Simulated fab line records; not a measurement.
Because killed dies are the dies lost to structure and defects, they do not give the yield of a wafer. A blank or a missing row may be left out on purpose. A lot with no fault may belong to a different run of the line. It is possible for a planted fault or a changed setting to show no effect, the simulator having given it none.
Chamber matching    flow sky130    rie_diel-01 running SKY_VIA2_ETCH_14: 4 sister chambers
The step etches BARC in N2/H2, stops on SiO2, time 45.9 s, target depth 60 nm. 7 wafers are shown with their chamber, then 7 later ones without.

## WAFERS WITH THEIR CHAMBER
wafer   chamber  drypump_motor_current_A (A)  rf_fwd_power_W (W)
L261.1  3        5.5                          494.0
L264.3  0        5.4                          497.3
L266.4  0        5.5                          498.3
L266.5  1        5.8                          493.1
L266.6  2        4.9                          496.8
L265.1  2        4.9                          491.2
L265.2  1        5.8                          492.3

## WAFERS WITHOUT THEIR CHAMBER
wafer   drypump_motor_current_A (A)  rf_fwd_power_W (W)
L265.5  4.9                          493.3
L269.3  4.9                          495.0
L269.4  5.5                          492.9
L269.6  5.4                          494.3
L271.2  4.9                          491.1
L271.3  5.4                          496.1
L271.4  5.5                          494.9

## WHICH CHAMBER EACH WENT THROUGH
wafer   from the rows above      in truth
L265.5  2                        2
L269.3  2                        2
L269.4  can't be placed: 3 or 0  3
L269.6  can't be placed: 0 or 3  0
L271.2  2                        2
L271.3  can't be placed: 0 or 3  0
L271.4  can't be placed: 3 or 0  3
Correctly placed: 3 of 7. From these rows, 4 cannot be placed; in 4 the true chamber is one of the candidates. 0 placed wrongly.
How it was worked out, from the rows above alone: a wafer's distance from a chamber is the root of the sum, over the readings, of the square of ((its reading less the chamber's mean) divided by the reading's scatter). The wafer belongs to the nearest chamber; if the next one is less than 2 further off, it can't be placed. A chamber's mean is the mean of its shown wafers. The scatter is the square root of a quotient: the sum, over the shown wafers, of each reading's squared deviation from its chamber's mean, divided by wafers minus chambers.
